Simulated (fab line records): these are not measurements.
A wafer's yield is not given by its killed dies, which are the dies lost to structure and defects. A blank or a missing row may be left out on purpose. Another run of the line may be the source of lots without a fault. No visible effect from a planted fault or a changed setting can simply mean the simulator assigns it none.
The same fault as seen by 2 desks + flow gf180mcu + numbers are kept per desk, each desk with only its own; the story behind them comes last

FROM THE METROLOGY DESK
What the gauges read for every lot (on any tool): the sampled wafers with a number, averaged. Any lot whose mean is over 4 standard deviations away from the usual mean is out of limits and marked OUT; that distance is given in the brackets.
Columns: A = LVPWELL_OVL at GF_LVPWELL_OVL_MEAS_07, usual -0.7 nm; B = MVPSD_TW at GF_MVPSD_TW_MEAS_11, usual 550; C = VT_IMPLANT_TW at GF_VT_IMPLANT_TW_MEAS_10, usual 562; D = VT_IMPLANT_2_TW at GF_VT_IMPLANT_TW_MEAS_21, usual 1209; E = cdNm at GF_POLY_GATE_CD_MEAS_10, usual 279.7 nm
| lot  | first seen here | A    | B                      | C                      | D              | E     |
|------|-----------------|------|------------------------|------------------------|----------------|-------|
| L116 | day 4 00:33     | -2.0 | 545                    | 568                    | 1212           | 281.0 |
| L118 | day 4 15:34     | -1.6 | 545                    | 558                    | 1212           | 278.7 |
| L122 | day 5 13:56     | -0.8 | 557                    | 566                    | 1202           | 280.6 |
| L124 | day 6 00:57     | 0.6  | 549                    | 559                    | 1212           | 278.8 |
| L126 | day 6 13:18     | -0.9 | 1673 (+99 or more) OUT | 1672 (+99 or more) OUT | 1832 (+90) OUT | 279.4 |
| L131 | day 7 15:36     | -2.1 | 1701 (+99 or more) OUT | 1689 (+99 or more) OUT | 1843 (+92) OUT | 280.0 |
| L133 | day 8 07:34     | 0.1  | 544                    | 560                    | 1213           | 277.6 |
| L134 | day 8 09:49     | 0.9  | 550                    | 562                    | 1214           | 281.0 |
| L135 | day 8 14:44     | -2.3 | 559                    | 566                    | 1220           | 277.5 |
| L136 | day 8 21:53     | -3.1 | 547                    | 563                    | 1213           | 280.4 |
| L137 | day 9 02:53     | -0.9 | 559                    | 563                    | 1199           | 282.2 |
This desk's result: L126, L131 out of limits, first on L126 (MVPSD_TW at GF_MVPSD_TW_MEAS_11), day 8 02:25. In limits: L116, L118, L122, L124, L133, L134, L135, L136, L137.

FOR THE TOOL OWNER'S DESK: lithoTrack-02
The tool's own readings at GF_MVSD_COAT_02 (resist thk 3000 nm): means of the sampled wafers that have a number, for each lot that ran on this tool. Any lot whose mean is over 4 standard deviations away from the usual mean is out of limits and marked OUT; that distance is given in the brackets.
Columns: A = chillPlateTempC at GF_MVSD_COAT_02, usual 22.98 C
| lot  | first seen here | A     |
|------|-----------------|-------|
| L122 | day 5 22:21     | 22.94 |
| L124 | day 6 09:06     | 22.91 |
| L126 | day 6 22:12     | 22.93 |
| L131 | day 8 01:18     | 22.96 |
Result from this desk: across the 4 lots, nothing is out of limits.

ALL TOGETHER
L126, L131 would have let the metrology desk raise an alarm at day 8 02:25.
The tool owner's desk saw nothing out of limits.
The tool owner's desk has L126, L131 on record, within its limits.
Every lot named ran GF_MVSD_COAT_02 on lithoTrack-02.

WHAT THE SIMULATOR HAD PUT IN
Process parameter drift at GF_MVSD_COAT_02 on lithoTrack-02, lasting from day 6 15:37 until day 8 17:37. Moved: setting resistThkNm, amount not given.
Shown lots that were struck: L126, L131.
Delay in hours, fault start to first out-of-limits reading, per desk: metrology desk 35.
